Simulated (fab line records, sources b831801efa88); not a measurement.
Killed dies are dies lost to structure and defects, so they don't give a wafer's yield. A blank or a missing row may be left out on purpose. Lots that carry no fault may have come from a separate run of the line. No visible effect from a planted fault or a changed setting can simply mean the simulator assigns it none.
fab line records / flow gf180mcu
[record] lots = 6 wafers = 18 lastDay = 34
route steps=602 shown M4@460
lots untouched by any fault: they come from a run of this same line in which no faults occurred
startH: start of the lot's first displayed wafer, in hours after the record's first day / waitH: how many hours have passed since the lot's step before this one / " unchanged from the row above / L1.1+2: one row covering several wafers at once / - no value, or no start was given / * or withheld: withheld / < > ~ a bound
route shown NAME@n: names a module that has steps shown in the file, with the first one's number in the route / usual: mean/standard deviation taken from wafers without a fault / same: alike in all rows / chamber/n: place in a boat / sites: the reading at each site / _std_site: how widely they spread, as a standard deviation / _edge_site: inner sites' mean taken away from outer sites' mean / radiusMm: for every site, how far away it sits from the centre of the wafer / mask NAME#n: copy n / behind: tool/chamber where the wafer was last shaped / hold: cause of the lot's hold/its duration in hours/its outcome / device: whichever transistor did not switch (one of n, p or np) / end of line: tests run on the same wafers once the route is complete / where a step has no rows: the recipe by itself / killed: dies that structure and defects cost at the first sort, which is not the same as the wafer's yield / map: the dies of a wafer, with x for killed, . for not killed, _ for no die there
set.NAME: the setting as run; set.NAME@STEP: as run at that earlier step / model.NAME: the simulator's own value behind a step, which no gauge read
lots at selected steps of the route; one table per step, one row per wafer
services: the hour from which a tool's chamber was out of use, counted from the record's first day as startH (under 0 if before that day), plus the number of hours and why
[[steps]]
[step GF_M4_SPUTTER_04]
[recipe] material = TiN targetThkNm = 50 powerW = 6500 timeS = 41.7 chamberPressurePa = 0.4
[usual] throttleValvePct = 30.3/1.2
lot.wafer=L876.1 tool=pvdSputter-01 chamber=- startH=519.16 waitH=0.0 throttleValvePct=30.5
lot.wafer=L876.2 tool=pvdSputter-01 chamber=- startH=519.16 waitH=0.0 throttleValvePct=29.9
lot.wafer=L876.4 tool=pvdSputter-01 chamber=- startH=519.16 waitH=0.0 throttleValvePct=29.6
lot.wafer=L883.4 tool=pvdSputter-02 chamber=- startH=577.49 waitH=0.0 throttleValvePct=30.2
lot.wafer=L883.5 tool=pvdSputter-02 chamber=- startH=577.49 waitH=0.0 throttleValvePct=28.4
lot.wafer=L883.6 tool=pvdSputter-02 chamber=- startH=577.49 waitH=0.0 throttleValvePct=30.4
lot.wafer=L888.2 tool=pvdSputter-03 chamber=- startH=609.85 waitH=0.0 throttleValvePct=29.0
lot.wafer=L888.3 tool=pvdSputter-03 chamber=- startH=609.85 waitH=0.0 throttleValvePct=32.2
lot.wafer=L888.6 tool=pvdSputter-03 chamber=- startH=609.85 waitH=0.0 throttleValvePct=32.2
lot.wafer=L889.2 tool=pvdSputter-02 chamber=- startH=612.66 waitH=0.0 throttleValvePct=29.0
lot.wafer=L889.5 tool=pvdSputter-02 chamber=- startH=612.66 waitH=0.0 throttleValvePct=30.0
lot.wafer=L889.6 tool=pvdSputter-02 chamber=- startH=612.66 waitH=0.0 throttleValvePct=30.3
lot.wafer=L891.2 tool=pvdSputter-02 chamber=- startH=647.22 waitH=0.0 throttleValvePct=30.4
lot.wafer=L891.4 tool=pvdSputter-02 chamber=- startH=647.22 waitH=0.0 throttleValvePct=30.7
lot.wafer=L891.6 tool=pvdSputter-02 chamber=- startH=647.22 waitH=0.0 throttleValvePct=28.6
lot.wafer=L898.3 tool=pvdSputter-02 chamber=- startH=687.57 waitH=0.0 throttleValvePct=30.2
lot.wafer=L898.4 tool=pvdSputter-02 chamber=- startH=687.57 waitH=0.0 throttleValvePct=28.7
lot.wafer=L898.5 tool=pvdSputter-02 chamber=- startH=687.57 waitH=0.0 throttleValvePct=28.6
[step GF_M4_RS_MEAS_05]
[recipe] thkMeasGauge = four-point-probe reads = TiN_of_M4_SPUTTER_04+Ti_of_M4_SPUTTER_03+AlCu_of_M4_SPUTTER_02+TiN_of_M4_SPUTTER_01+Ti_of_M4_SPUTTER_00
[usual] M4_ALCU_RS = 0.0699/0.00079
lot.wafer=L876.1 tool=filmMetro-01 chamber=- startH=519.20 waitH=0.0 M4_ALCU_RS[ohm/sq]=0.0698
lot.wafer=L876.2 tool=filmMetro-01 chamber=- startH=519.20 waitH=0.0 M4_ALCU_RS[ohm/sq]=0.0694
lot.wafer=L876.4 tool=filmMetro-01 chamber=- startH=519.20 waitH=0.0 M4_ALCU_RS[ohm/sq]=0.0697
lot.wafer=L883.4 tool=filmMetro-04 chamber=- startH=577.59 waitH=0.1 M4_ALCU_RS[ohm/sq]=0.0698
lot.wafer=L883.5 tool=filmMetro-04 chamber=- startH=577.59 waitH=0.1 M4_ALCU_RS[ohm/sq]=0.0694
lot.wafer=L883.6 tool=filmMetro-04 chamber=- startH=577.59 waitH=0.1 M4_ALCU_RS[ohm/sq]=0.0694
lot.wafer=L888.2 tool=filmMetro-04 chamber=- startH=609.91 waitH=0.0 M4_ALCU_RS[ohm/sq]=0.0682
lot.wafer=L888.3 tool=filmMetro-04 chamber=- startH=609.91 waitH=0.0 M4_ALCU_RS[ohm/sq]=0.0686
lot.wafer=L888.6 tool=filmMetro-04 chamber=- startH=609.91 waitH=0.0 M4_ALCU_RS[ohm/sq]=0.0693
lot.wafer=L889.2 tool=filmMetro-04 chamber=- startH=612.72 waitH=0.0 M4_ALCU_RS[ohm/sq]=0.0706
lot.wafer=L889.5 tool=filmMetro-04 chamber=- startH=612.72 waitH=0.0 M4_ALCU_RS[ohm/sq]=0.0694
lot.wafer=L889.6 tool=filmMetro-04 chamber=- startH=612.72 waitH=0.0 M4_ALCU_RS[ohm/sq]=0.0707
lot.wafer=L891.2 tool=filmMetro-04 chamber=- startH=647.28 waitH=0.0 M4_ALCU_RS[ohm/sq]=0.0695
lot.wafer=L891.4 tool=filmMetro-04 chamber=- startH=647.28 waitH=0.0 M4_ALCU_RS[ohm/sq]=0.0719
lot.wafer=L891.6 tool=filmMetro-04 chamber=- startH=647.28 waitH=0.0 M4_ALCU_RS[ohm/sq]=0.0698
lot.wafer=L898.3 tool=filmMetro-03 chamber=- startH=687.65 waitH=0.1 M4_ALCU_RS[ohm/sq]=0.0712
lot.wafer=L898.4 tool=filmMetro-03 chamber=- startH=687.65 waitH=0.1 M4_ALCU_RS[ohm/sq]=0.0712
lot.wafer=L898.5 tool=filmMetro-03 chamber=- startH=687.65 waitH=0.1 M4_ALCU_RS[ohm/sq]=0.0704
[step GF_M4_THK_MEAS_06]
[recipe] thkMeasGauge = xrf reads = AlCu_of_M4_SPUTTER_02
[usual] M4_ALCU_THK = 441/5.4
lot.wafer=L876.1 tool=filmMetro-01 chamber=- startH=519.32 waitH=0.1 M4_ALCU_THK[nm]=441
lot.wafer=L876.2 tool=filmMetro-01 chamber=- startH=519.32 waitH=0.1 M4_ALCU_THK[nm]=439
lot.wafer=L876.4 tool=filmMetro-01 chamber=- startH=519.32 waitH=0.1 M4_ALCU_THK[nm]=438
lot.wafer=L883.4 tool=filmMetro-04 chamber=- startH=577.68 waitH=0.1 M4_ALCU_THK[nm]=443
lot.wafer=L883.5 tool=filmMetro-04 chamber=- startH=577.68 waitH=0.1 M4_ALCU_THK[nm]=444
lot.wafer=L883.6 tool=filmMetro-04 chamber=- startH=577.68 waitH=0.1 M4_ALCU_THK[nm]=443
lot.wafer=L888.2 tool=filmMetro-04 chamber=- startH=610.02 waitH=0.1 M4_ALCU_THK[nm]=454
lot.wafer=L888.3 tool=filmMetro-04 chamber=- startH=610.02 waitH=0.1 M4_ALCU_THK[nm]=451
lot.wafer=L888.6 tool=filmMetro-04 chamber=- startH=610.02 waitH=0.1 M4_ALCU_THK[nm]=448
lot.wafer=L889.2 tool=filmMetro-04 chamber=- startH=612.83 waitH=0.1 M4_ALCU_THK[nm]=439
lot.wafer=L889.5 tool=filmMetro-04 chamber=- startH=612.83 waitH=0.1 M4_ALCU_THK[nm]=446
lot.wafer=L889.6 tool=filmMetro-04 chamber=- startH=612.83 waitH=0.1 M4_ALCU_THK[nm]=438
lot.wafer=L891.2 tool=filmMetro-04 chamber=- startH=647.39 waitH=0.1 M4_ALCU_THK[nm]=443
lot.wafer=L891.4 tool=filmMetro-04 chamber=- startH=647.39 waitH=0.1 M4_ALCU_THK[nm]=431
lot.wafer=L891.6 tool=filmMetro-04 chamber=- startH=647.39 waitH=0.1 M4_ALCU_THK[nm]=441
lot.wafer=L898.3 tool=filmMetro-03 chamber=- startH=687.75 waitH=0.1 M4_ALCU_THK[nm]=437
lot.wafer=L898.4 tool=filmMetro-03 chamber=- startH=687.75 waitH=0.1 M4_ALCU_THK[nm]=438
lot.wafer=L898.5 tool=filmMetro-03 chamber=- startH=687.75 waitH=0.1 M4_ALCU_THK[nm]=439
[step GF_M4_DEHYDRATE_07]
[recipe] tempC = 200 timeS = 60
[step GF_M4_HMDS_08]
[recipe] primeTimeS = 60 primeTempC = 120
[step GF_M4_COAT_09]
[recipe] resist = KrF spinRpm = withheld resistThkNm = 1000
[step GF_M4_SOFTBAKE_10]
[recipe] tempC = 130 timeS = 60 resist = KrF
[step GF_M4_EXPOSE_11]
[recipe] maskId = Metal4 targetCdNm = 280 na = 0.68 sourceShape = conventional sigmaOuter = 0.6 doseMj = 28
[step GF_M4_PEB_12]
[recipe] pebTempC = 135 pebTimeS = 90 resist = KrF
[step GF_M4_DEVELOP_13]
[recipe] developTimeS = 60 devTempC = 21
[step GF_M4_CD_MEAS_14]
[recipe] targetCdNm = 280
[usual] cdNm = 279.9/1.2
lot.wafer=L876.1 tool=cdSem-02 chamber=- startH=541.38 waitH=0.1 cdNm=280.0
lot.wafer=L876.2 tool=cdSem-02 chamber=- startH=541.38 waitH=0.1 cdNm=278.8
lot.wafer=L876.4 tool=cdSem-02 chamber=- startH=541.38 waitH=0.1 cdNm=278.6
lot.wafer=L883.4 tool=cdSem-01 chamber=- startH=599.06 waitH=0.1 cdNm=279.7
lot.wafer=L883.5 tool=cdSem-01 chamber=- startH=599.06 waitH=0.1 cdNm=278.8
lot.wafer=L883.6 tool=cdSem-01 chamber=- startH=599.06 waitH=0.1 cdNm=279.9
lot.wafer=L888.2 tool=cdSem-02 chamber=- startH=630.47 waitH=0.1 cdNm=280.4
lot.wafer=L888.3 tool=cdSem-02 chamber=- startH=630.47 waitH=0.1 cdNm=278.7
lot.wafer=L888.6 tool=cdSem-02 chamber=- startH=630.47 waitH=0.1 cdNm=279.7
lot.wafer=L889.2 tool=cdSem-01 chamber=- startH=632.62 waitH=0.1 cdNm=281.7
lot.wafer=L889.5 tool=cdSem-01 chamber=- startH=632.62 waitH=0.1 cdNm=280.8
lot.wafer=L889.6 tool=cdSem-01 chamber=- startH=632.62 waitH=0.1 cdNm=282.0
lot.wafer=L891.2 tool=cdSem-02 chamber=- startH=666.24 waitH=0.1 cdNm=280.4
lot.wafer=L891.4 tool=cdSem-02 chamber=- startH=666.24 waitH=0.1 cdNm=280.5
lot.wafer=L891.6 tool=cdSem-02 chamber=- startH=666.24 waitH=0.1 cdNm=279.6
lot.wafer=L898.3 tool=cdSem-01 chamber=- startH=706.19 waitH=0.1 cdNm=279.8
lot.wafer=L898.4 tool=cdSem-01 chamber=- startH=706.19 waitH=0.1 cdNm=280.8
lot.wafer=L898.5 tool=cdSem-01 chamber=- startH=706.19 waitH=0.1 cdNm=279.7
[step GF_M4_OVL_MEAS_15]
[usual] M4_OVL = 5/5
lot.wafer=L876.1 tool=overlay-01 chamber=- startH=541.50 waitH=0.1 M4_OVL[nm]=4
lot.wafer=L876.2 tool=overlay-01 chamber=- startH=541.50 waitH=0.1 M4_OVL[nm]=8
lot.wafer=L876.4 tool=overlay-01 chamber=- startH=541.50 waitH=0.1 M4_OVL[nm]=7
lot.wafer=L883.4 tool=overlay-02 chamber=- startH=599.14 waitH=0.1 M4_OVL[nm]=3
lot.wafer=L883.5 tool=overlay-02 chamber=- startH=599.14 waitH=0.1 M4_OVL[nm]=-1
lot.wafer=L883.6 tool=overlay-02 chamber=- startH=599.14 waitH=0.1 M4_OVL[nm]=2
lot.wafer=L888.2 tool=overlay-01 chamber=- startH=630.58 waitH=0.1 M4_OVL[nm]=6
lot.wafer=L888.3 tool=overlay-01 chamber=- startH=630.58 waitH=0.1 M4_OVL[nm]=10
lot.wafer=L888.6 tool=overlay-01 chamber=- startH=630.58 waitH=0.1 M4_OVL[nm]=5
lot.wafer=L889.2 tool=overlay-02 chamber=- startH=632.73 waitH=0.1 M4_OVL[nm]=8
lot.wafer=L889.5 tool=overlay-02 chamber=- startH=632.73 waitH=0.1 M4_OVL[nm]=11
lot.wafer=L889.6 tool=overlay-02 chamber=- startH=632.73 waitH=0.1 M4_OVL[nm]=6
lot.wafer=L891.2 tool=overlay-01 chamber=- startH=666.35 waitH=0.1 M4_OVL[nm]=5
lot.wafer=L891.4 tool=overlay-01 chamber=- startH=666.35 waitH=0.1 M4_OVL[nm]=13
lot.wafer=L891.6 tool=overlay-01 chamber=- startH=666.35 waitH=0.1 M4_OVL[nm]=3
lot.wafer=L898.3 tool=overlay-01 chamber=- startH=706.28 waitH=0.1 M4_OVL[nm]=3
lot.wafer=L898.4 tool=overlay-01 chamber=- startH=706.28 waitH=0.1 M4_OVL[nm]=7
lot.wafer=L898.5 tool=overlay-01 chamber=- startH=706.28 waitH=0.1 M4_OVL[nm]=4
[step GF_M4_METAL_ETCH_16]
[recipe] chemistry = Cl2/BCl3 maskMaterial = KrF targetDepthNm = 750.8 stopOn = SiO2 pressureMtorr = 8 icpW = 800 biasW = 140 Cl2_flow_sccm = 80 bcl3FlowSccm = 40 timeS = 125.1
[usual] drypumpMotorCurrentA = 6.0/0.43 mfcCl2Sccm = 80.03/0.21 oesProductAu = 0.992/0.0055 rfFwdPowerW = 796.3/2.7 throttleValvePct = 28.229/0.009
lot.wafer=L876.1 tool=rieMetal-01 chamber=1 startH=541.54 waitH=0.0 drypumpMotorCurrentA=6.6 mfcCl2Sccm=79.63 oesProductAu=0.989 rfFwdPowerW=799.9 rfHoursCounterH=7 throttleValvePct=28.244 model.KrF_of_M4_COAT_09.thkNm=683.2
lot.wafer=L876.2 tool=rieMetal-01 chamber=1 startH=541.54 waitH=0.0 drypumpMotorCurrentA=6.5 mfcCl2Sccm=79.68 oesProductAu=0.988 rfFwdPowerW=797.1 rfHoursCounterH=- throttleValvePct=28.228 model.KrF_of_M4_COAT_09.thkNm=685.1
lot.wafer=L876.4 tool=rieMetal-01 chamber=1 startH=541.54 waitH=0.0 drypumpMotorCurrentA=6.5 mfcCl2Sccm=79.77 oesProductAu=0.998 rfFwdPowerW=798.3 rfHoursCounterH=- throttleValvePct=28.245 model.KrF_of_M4_COAT_09.thkNm=683.4
lot.wafer=L883.4 tool=rieMetal-02 chamber=0 startH=599.20 waitH=0.1 drypumpMotorCurrentA=5.9 mfcCl2Sccm=79.99 oesProductAu=0.981 rfFwdPowerW=794.3 rfHoursCounterH=- throttleValvePct=28.236 model.KrF_of_M4_COAT_09.thkNm=689.8
lot.wafer=L883.5 tool=rieMetal-02 chamber=1 startH=599.20 waitH=0.1 drypumpMotorCurrentA=6.0 mfcCl2Sccm=80.29 oesProductAu=1.001 rfFwdPowerW=794.4 rfHoursCounterH=- throttleValvePct=28.229 model.KrF_of_M4_COAT_09.thkNm=681.9
lot.wafer=L883.6 tool=rieMetal-02 chamber=0 startH=599.20 waitH=0.1 drypumpMotorCurrentA=5.9 mfcCl2Sccm=80.12 oesProductAu=0.977 rfFwdPowerW=793.4 rfHoursCounterH=- throttleValvePct=28.220 model.KrF_of_M4_COAT_09.thkNm=695.8
lot.wafer=L888.2 tool=rieMetal-02 chamber=0 startH=630.61 waitH=0.0 drypumpMotorCurrentA=5.9 mfcCl2Sccm=80.07 oesProductAu=0.846 rfFwdPowerW=798.6 rfHoursCounterH=14 throttleValvePct=28.392 model.KrF_of_M4_COAT_09.thkNm=758.3
lot.wafer=L888.3 tool=rieMetal-02 chamber=0 startH=630.61 waitH=0.0 drypumpMotorCurrentA=6.0 mfcCl2Sccm=79.64 oesProductAu=0.858 rfFwdPowerW=798.9 rfHoursCounterH=- throttleValvePct=28.372 model.KrF_of_M4_COAT_09.thkNm=757.4
lot.wafer=L888.6 tool=rieMetal-02 chamber=1 startH=630.61 waitH=0.0 drypumpMotorCurrentA=6.0 mfcCl2Sccm=80.14 oesProductAu=0.995 rfFwdPowerW=794.7 rfHoursCounterH=- throttleValvePct=28.213 model.KrF_of_M4_COAT_09.thkNm=677.4
lot.wafer=L889.2 tool=rieMetal-02 chamber=1 startH=632.76 waitH=0.0 drypumpMotorCurrentA=6.0 mfcCl2Sccm=79.97 oesProductAu=0.999 rfFwdPowerW=794.5 rfHoursCounterH=14 throttleValvePct=28.228 model.KrF_of_M4_COAT_09.thkNm=678.2
lot.wafer=L889.5 tool=rieMetal-02 chamber=0 startH=632.76 waitH=0.0 drypumpMotorCurrentA=6.0 mfcCl2Sccm=80.31 oesProductAu=0.848 rfFwdPowerW=794.8 rfHoursCounterH=- throttleValvePct=28.370 model.KrF_of_M4_COAT_09.thkNm=754.7
lot.wafer=L889.6 tool=rieMetal-02 chamber=1 startH=632.76 waitH=0.0 drypumpMotorCurrentA=6.0 mfcCl2Sccm=79.80 oesProductAu=0.993 rfFwdPowerW=793.5 rfHoursCounterH=- throttleValvePct=28.217 model.KrF_of_M4_COAT_09.thkNm=677
lot.wafer=L891.2 tool=rieMetal-04 chamber=0 startH=666.38 waitH=0.0 drypumpMotorCurrentA=5.2 mfcCl2Sccm=79.99 oesProductAu=0.998 rfFwdPowerW=793.1 rfHoursCounterH=5 throttleValvePct=28.219 model.KrF_of_M4_COAT_09.thkNm=680.9
lot.wafer=L891.4 tool=rieMetal-04 chamber=1 startH=666.38 waitH=0.0 drypumpMotorCurrentA=5.5 mfcCl2Sccm=80.18 oesProductAu=0.991 rfFwdPowerW=794.8 rfHoursCounterH=- throttleValvePct=28.220 model.KrF_of_M4_COAT_09.thkNm=679.5
lot.wafer=L891.6 tool=rieMetal-04 chamber=1 startH=666.38 waitH=0.0 drypumpMotorCurrentA=5.5 mfcCl2Sccm=80.07 oesProductAu=0.989 rfFwdPowerW=799.4 rfHoursCounterH=- throttleValvePct=28.235 model.KrF_of_M4_COAT_09.thkNm=682.4
lot.wafer=L898.3 tool=rieMetal-01 chamber=0 startH=706.35 waitH=0.1 drypumpMotorCurrentA=5.9 mfcCl2Sccm=80.33 oesProductAu=0.990 rfFwdPowerW=800.0 rfHoursCounterH=- throttleValvePct=28.231 model.KrF_of_M4_COAT_09.thkNm=685.6
lot.wafer=L898.4 tool=rieMetal-01 chamber=1 startH=706.35 waitH=0.1 drypumpMotorCurrentA=6.6 mfcCl2Sccm=80.09 oesProductAu=0.992 rfFwdPowerW=794.0 rfHoursCounterH=- throttleValvePct=28.229 model.KrF_of_M4_COAT_09.thkNm=688.4
lot.wafer=L898.5 tool=rieMetal-01 chamber=1 startH=706.35 waitH=0.1 drypumpMotorCurrentA=6.6 mfcCl2Sccm=80.24 oesProductAu=0.988 rfFwdPowerW=792.8 rfHoursCounterH=- throttleValvePct=28.241 model.KrF_of_M4_COAT_09.thkNm=690.3
[step GF_M4_STRIP_17]
[recipe] chemistry = O2/N2 powerW = 1400 pressureMtorr = 1500 platenTempC = 250 o2FlowSccm = 3000 n2FlowSccm = 300 overashFraction = 0.5
[usual] drypumpMotorCurrentA = 5.7/0.34 heaterPowerW = 340/20 oesProductAu = 0.537/0.0052 stripTimeToEndpointS = 7.37/0.049
[same] overashFraction = 0.5
lot.wafer=L876.1 tool=plasmaAsher-03 chamber=0 startH=541.80 waitH=0.2 drypumpMotorCurrentA=6.0 heaterPowerW=364 oesProductAu=0.535 rfHoursCounterH=42 stripTimeToEndpointS=7.38
lot.wafer=L876.2 tool=plasmaAsher-03 chamber=1 startH=541.80 waitH=0.2 drypumpMotorCurrentA=5.3 heaterPowerW=336 oesProductAu=0.544 rfHoursCounterH=42 stripTimeToEndpointS=7.39
lot.wafer=L876.4 tool=plasmaAsher-03 chamber=0 startH=541.80 waitH=0.2 drypumpMotorCurrentA=6.0 heaterPowerW=369 oesProductAu=0.540 rfHoursCounterH=- stripTimeToEndpointS=7.36
lot.wafer=L883.4 tool=plasmaAsher-04 chamber=1 startH=599.32 waitH=0.1 drypumpMotorCurrentA=5.1 heaterPowerW=334 oesProductAu=0.540 rfHoursCounterH=- stripTimeToEndpointS=7.44
lot.wafer=L883.5 tool=plasmaAsher-04 chamber=0 startH=599.32 waitH=0.1 drypumpMotorCurrentA=5.8 heaterPowerW=303 oesProductAu=0.539 rfHoursCounterH=- stripTimeToEndpointS=7.34
lot.wafer=L883.6 tool=plasmaAsher-04 chamber=1 startH=599.32 waitH=0.1 drypumpMotorCurrentA=5.1 heaterPowerW=333 oesProductAu=0.545 rfHoursCounterH=- stripTimeToEndpointS=7.50
lot.wafer=L888.2 tool=plasmaAsher-01 chamber=1 startH=630.74 waitH=0.1 drypumpMotorCurrentA=5.6 heaterPowerW=352 oesProductAu=0.568 rfHoursCounterH=98 stripTimeToEndpointS=8.10
lot.wafer=L888.3 tool=plasmaAsher-01 chamber=0 startH=630.74 waitH=0.1 drypumpMotorCurrentA=6.1 heaterPowerW=326 oesProductAu=0.571 rfHoursCounterH=- stripTimeToEndpointS=8.09
lot.wafer=L888.6 tool=plasmaAsher-01 chamber=1 startH=630.74 waitH=0.1 drypumpMotorCurrentA=5.6 heaterPowerW=361 oesProductAu=0.527 rfHoursCounterH=- stripTimeToEndpointS=7.31
lot.wafer=L889.2 tool=plasmaAsher-03 chamber=0 startH=632.89 waitH=0.1 drypumpMotorCurrentA=6.0 heaterPowerW=372 oesProductAu=0.528 rfHoursCounterH=51 stripTimeToEndpointS=7.33
lot.wafer=L889.5 tool=plasmaAsher-03 chamber=1 startH=632.89 waitH=0.1 drypumpMotorCurrentA=5.3 heaterPowerW=342 oesProductAu=0.570 rfHoursCounterH=- stripTimeToEndpointS=8.07
lot.wafer=L889.6 tool=plasmaAsher-03 chamber=0 startH=632.89 waitH=0.1 drypumpMotorCurrentA=6.0 heaterPowerW=375 oesProductAu=0.532 rfHoursCounterH=- stripTimeToEndpointS=7.31
lot.wafer=L891.2 tool=plasmaAsher-01 chamber=1 startH=666.51 waitH=0.1 drypumpMotorCurrentA=5.6 heaterPowerW=370 oesProductAu=0.544 rfHoursCounterH=101 stripTimeToEndpointS=7.35
lot.wafer=L891.4 tool=plasmaAsher-01 chamber=0 startH=666.51 waitH=0.1 drypumpMotorCurrentA=6.1 heaterPowerW=334 oesProductAu=0.533 rfHoursCounterH=- stripTimeToEndpointS=7.33
lot.wafer=L891.6 tool=plasmaAsher-01 chamber=1 startH=666.51 waitH=0.1 drypumpMotorCurrentA=5.6 heaterPowerW=355 oesProductAu=0.537 rfHoursCounterH=- stripTimeToEndpointS=7.34
lot.wafer=L898.3 tool=plasmaAsher-04 chamber=1 startH=706.47 waitH=0.1 drypumpMotorCurrentA=5.1 heaterPowerW=336 oesProductAu=0.533 rfHoursCounterH=- stripTimeToEndpointS=7.39
lot.wafer=L898.4 tool=plasmaAsher-04 chamber=0 startH=706.47 waitH=0.1 drypumpMotorCurrentA=5.8 heaterPowerW=296 oesProductAu=0.544 rfHoursCounterH=- stripTimeToEndpointS=7.43
lot.wafer=L898.5 tool=plasmaAsher-04 chamber=1 startH=706.47 waitH=0.1 drypumpMotorCurrentA=5.2 heaterPowerW=339 oesProductAu=0.540 rfHoursCounterH=- stripTimeToEndpointS=7.44
[step GF_M4_STRIP_18]
[recipe] chemistry = postEtchResidueRemover timeS = 1200 tempC = 72.5
[[services]]
tool=plasmaAsher-04 chamber=- startH=515.50 hours=1.1 kind=repair
tool=rieMetal-01 chamber=0 startH=538.90 hours=- kind=clean
tool=pvdSputter-02 chamber=- startH=546.47 hours=0.5 kind=repair
tool=pvdSputter-02 chamber=- startH=559.22 hours=5.7 kind=repair
tool=plasmaAsher-03 chamber=- startH=569.47 hours=8.8 kind=repair
tool=pvdSputter-02 chamber=- startH=579.01 hours=2.2 kind=repair
tool=plasmaAsher-04 chamber=- startH=581.03 hours=4.9 kind=repair
tool=pvdSputter-01 chamber=- startH=584.12 hours=4.6 kind=repair
tool=pvdSputter-02 chamber=3 startH=605.74 hours=- kind=consumableReplace:kit
tool=pvdSputter-02 chamber=3 startH=605.74 hours=18.0 kind=scheduledDown
tool=pvdSputter-02 chamber=3 startH=605.74 hours=18.0 kind=ventCycle
tool=rieMetal-01 chamber=- startH=606.55 hours=14.6 kind=pm
tool=rieMetal-02 chamber=0 startH=634.10 hours=21.4 kind=repair
tool=plasmaAsher-03 chamber=- startH=634.90 hours=6.2 kind=pm
tool=pvdSputter-03 chamber=- startH=635.64 hours=3.7 kind=repair
tool=rieMetal-04 chamber=- startH=638.12 hours=28.1 kind=pm
tool=rieMetal-02 chamber=1 startH=655.52 hours=- kind=clean
tool=rieMetal-02 chamber=1 startH=655.52 hours=25.6 kind=scheduledDown
tool=rieMetal-02 chamber=1 startH=655.52 hours=25.6 kind=ventCycle
tool=pvdSputter-02 chamber=- startH=670.83 hours=13.1 kind=repair
tool=rieMetal-02 chamber=0 startH=681.16 hours=- kind=clean
tool=rieMetal-02 chamber=0 startH=681.16 hours=25.2 kind=scheduledDown
tool=rieMetal-02 chamber=0 startH=681.16 hours=25.2 kind=ventCycle
tool=rieMetal-02 chamber=- startH=682.69 hours=0.7 kind=repair
[[key]]
[firstSign] step = GF_M4_METAL_ETCH_16 reading = oesProductAu direction = down sigmas = 26 usual = 0.992 struck = 0.851
[effect] step = GF_M4_METAL_ETCH_16 reading = throttleValvePct direction = up sigmas = 17 usual = 28.229 struck = 28.378
[effect] step = GF_M4_STRIP_17 reading = stripTimeToEndpointS direction = up sigmas = 15 usual = * struck = *
[modelEffect] step = GF_M4_METAL_ETCH_16 value = KrF_of_M4_COAT_09.thkNm without = 688.8 struck = 756.8
metAt GF_M4_METAL_ETCH_16
struckWafers L888.2,L888.3,L889.5
laterRowsLeftOut L888.2,L888.3,L889.5
sortLeftOut L888.2,L888.3,L889.5
onsetBetween 599.20 630.61
[fault] kind = processParameterDrift tool = rieMetal-02 chamber = 0 onsetH = 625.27 steps = GF_M4_METAL_ETCH_16 channel = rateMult offset = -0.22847 shape = step endH = 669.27
// sortLeftOut: the simulated sort isn't trusted on such a fault, so these wafers' sort isn't shown, and their yield isn't known
// laterRowsLeftOut: the simulator's readings of these wafers behind a module that went badly wrong aren't trusted and aren't shown, but for the sort
